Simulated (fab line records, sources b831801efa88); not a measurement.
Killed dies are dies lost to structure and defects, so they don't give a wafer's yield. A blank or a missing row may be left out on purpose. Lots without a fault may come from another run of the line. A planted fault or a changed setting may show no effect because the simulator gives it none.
Which tool did it? | flow gf180mcu | 12 lots, 35 wafers sampled, at 6 steps of a route of 602

WHAT THE GAUGES READ, wafer by wafer
GF_V1_OVL_MEAS_15.
lot  | measured     | on         | V1_OVL (nm)
L289 | day 18 03:02 | overlay-02 | -1 -6 0
L291 | day 18 23:22 | overlay-02 | 4 4 4
L292 | day 19 03:55 | overlay-02 | 1 1 2
L293 | day 19 17:19 | overlay-01 | 8 10 8
L295 | day 20 11:05 | overlay-02 | -1 -1 3
L297 | day 21 05:38 | overlay-01 | 7 -6 0
L298 | day 21 17:25 | overlay-01 | -2 2 -7
L299 | day 21 17:55 | overlay-02 | -1 -1 2
L301 | day 22 19:49 | overlay-02 | -4 -2 -3
L302 | day 22 22:37 | overlay-01 | -8 -16 -17
L309 | day 25 01:31 | overlay-02 | -5 -7
L312 | day 26 03:56 | overlay-02 | -1 1 2

GF_M2_RS_MEAS_05: measures by four-point-probe.
lot  | measured     | on            | M2_ALCU_RS (ohm/sq)
L289 | day 18 04:40 | film_metro-01 | 0.0709 0.0709 0.0708
L291 | day 19 01:01 | film_metro-03 | 0.0695 0.0694 0.0696
L292 | day 19 05:34 | film_metro-03 | 0.0692 0.0703 0.0693
L293 | day 19 18:58 | film_metro-01 | 0.0706 0.0696 0.0706
L295 | day 20 12:42 | film_metro-04 | 0.0697 0.0693 0.0689
L297 | day 21 07:15 | film_metro-04 | 0.0703 0.0693 0.0691
L298 | day 21 19:05 | film_metro-04 | 0.0689 0.0700 0.0693
L299 | day 21 19:43 | film_metro-04 | 0.0703 0.0706 0.0702
L301 | day 22 21:28 | film_metro-03 | 0.0685 0.0693 0.0693
L302 | day 23 00:14 | film_metro-04 | 0.0707 0.0703 0.0697
L309 | day 25 03:10 | film_metro-04 | 0.0484 0.0489
L312 | day 26 05:41 | film_metro-01 | 0.0688 0.0692 0.0692

GF_M2_THK_MEAS_06: measures by xrf.
lot  | measured     | on            | M2_ALCU_THK (nm)
L289 | day 18 04:46 | film_metro-01 | 444 443 445
L291 | day 19 01:08 | film_metro-03 | 454 455 454
L292 | day 19 05:41 | film_metro-03 | 457 451 457
L293 | day 19 19:05 | film_metro-01 | 448 456 450
L295 | day 20 12:49 | film_metro-04 | 449 453 457
L297 | day 21 07:22 | film_metro-04 | 447 454 454
L298 | day 21 19:12 | film_metro-04 | 454 450 455
L299 | day 21 19:50 | film_metro-04 | 446 447 449
L301 | day 22 21:35 | film_metro-03 | 463 456 460
L302 | day 23 00:21 | film_metro-04 | 442 444 451
L309 | day 25 03:17 | film_metro-04 | 643 638
L312 | day 26 05:47 | film_metro-01 | 462 458 462

GF_M2_OVL_MEAS_15.
lot  | measured     | on         | M2_OVL (nm)
L289 | day 19 04:59 | overlay-02 | 2 2 1
L291 | day 20 01:49 | overlay-01 | -6 -3 -3
L292 | day 20 05:55 | overlay-02 | -1 3 1
L293 | day 20 18:52 | overlay-01 | 1 5 2
L295 | day 21 12:23 | overlay-01 | 4 -1 0
L297 | day 22 06:26 | overlay-01 | -6 -4 -16
L298 | day 22 17:22 | overlay-01 | 4 3 0
L299 | day 22 18:40 | overlay-01 | -1 2 -3
L301 | day 23 19:49 | overlay-01 | -4 -11 -6
L302 | day 23 21:49 | overlay-01 | 12 10 11
L309 | day 26 00:46 | overlay-02 | -13 -2
L312 | day 27 02:28 | overlay-01 | -14 -2 -7

WHICH TOOL RAN EACH LOT (tool, then ch and the chambers of the sampled wafers, then the start)
lot  | GF_M2_SPUTTER_01             | GF_M2_SPUTTER_02
L289 | pvd_sputter-04, day 18 04:31 | pvd_sputter-04, day 18 04:33
L291 | pvd_sputter-03, day 19 00:53 | pvd_sputter-03, day 19 00:55
L292 | pvd_sputter-04, day 19 05:26 | pvd_sputter-04, day 19 05:28
L293 | pvd_sputter-04, day 19 18:51 | pvd_sputter-04, day 19 18:53
L295 | pvd_sputter-03, day 20 12:34 | pvd_sputter-03, day 20 12:35
L297 | pvd_sputter-03, day 21 07:07 | pvd_sputter-03, day 21 07:08
L298 | pvd_sputter-04, day 21 18:57 | pvd_sputter-04, day 21 18:59
L299 | pvd_sputter-03, day 21 19:36 | pvd_sputter-03, day 21 19:38
L301 | pvd_sputter-01, day 22 21:20 | pvd_sputter-01, day 22 21:22
L302 | pvd_sputter-04, day 23 00:07 | pvd_sputter-04, day 23 00:08
L309 | pvd_sputter-04, day 25 03:01 | pvd_sputter-04, day 25 03:03
L312 | pvd_sputter-03, day 26 05:32 | pvd_sputter-03, day 26 05:34
- GF_M2_SPUTTER_01: material TiN, target thk 30 nm, time 25 s.
- GF_M2_SPUTTER_02: material AlCu, target thk 450 nm, time 23.9 s.

WHAT THE TOOLS THEMSELVES READ (means of the sampled wafers that have a number; where no wafer has one, the mark that the record gives instead)
GF_M2_SPUTTER_01.
lot  | tool           | throttle_valve_pct (%)
L289 | pvd_sputter-04 | 30.4
L291 | pvd_sputter-03 | 30.6
L292 | pvd_sputter-04 | 31.5
L293 | pvd_sputter-04 | 30.3
L295 | pvd_sputter-03 | 30.5
L297 | pvd_sputter-03 | 30.7
L298 | pvd_sputter-04 | 31.5
L299 | pvd_sputter-03 | 30.1
L301 | pvd_sputter-01 | 30.2
L302 | pvd_sputter-04 | 30.3
L309 | pvd_sputter-04 | 30.4
L312 | pvd_sputter-03 | 30.7

GF_M2_SPUTTER_02.
lot  | tool           | throttle_valve_pct (%)
L289 | pvd_sputter-04 | 30.2
L291 | pvd_sputter-03 | 30.4
L292 | pvd_sputter-04 | 31.5
L293 | pvd_sputter-04 | 30.3
L295 | pvd_sputter-03 | 30.4
L297 | pvd_sputter-03 | 30.7
L298 | pvd_sputter-04 | 31.5
L299 | pvd_sputter-03 | 30.1
L301 | pvd_sputter-01 | 30.1
L302 | pvd_sputter-04 | 30.3
L309 | pvd_sputter-04 | 30.0
L312 | pvd_sputter-03 | 30.5

THE ANSWER, worked out from the rows above alone
Rule: what is usual is taken from the lots themselves. Put in order of their means at a reading, lots are off if they are a third of the lots or fewer, leave a main group of 4 or more, and stand apart from it by a gap of 3 or more times the standard deviation of the main group's means; of several such gaps the widest counts. A main group whose means are all the same, to the digits that the tables above print for the reading, isn't used. A lot without any number at a reading at which 4 lots or more have one is off too. The other lots that the step has rows for count as sound. The gauges are gone through in route order, then the tools' own readings, and for those a lot's mean is taken as printed above. The first step at which some lot is off is used, and at that step the reading that is off furthest; a lot without a number counts as furthest.
Off: L309, at GF_M2_RS_MEAS_05 (M2_ALCU_RS). The main group: mean 0.0697 ohm/sq, standard deviation 0.00057.
A tool fits if, at a process step before that reading, it ran every lot that is off, and no sound lot after the first of them. The gauges at GF_M2_RS_MEAS_05 are tried like those tools. Can't be told from this: 2 tools fit, pvd_sputter-04 at GF_M2_SPUTTER_01 and GF_M2_SPUTTER_02, film_metro-04 at GF_M2_RS_MEAS_05.

WHAT THE SIMULATOR HAD PUT IN
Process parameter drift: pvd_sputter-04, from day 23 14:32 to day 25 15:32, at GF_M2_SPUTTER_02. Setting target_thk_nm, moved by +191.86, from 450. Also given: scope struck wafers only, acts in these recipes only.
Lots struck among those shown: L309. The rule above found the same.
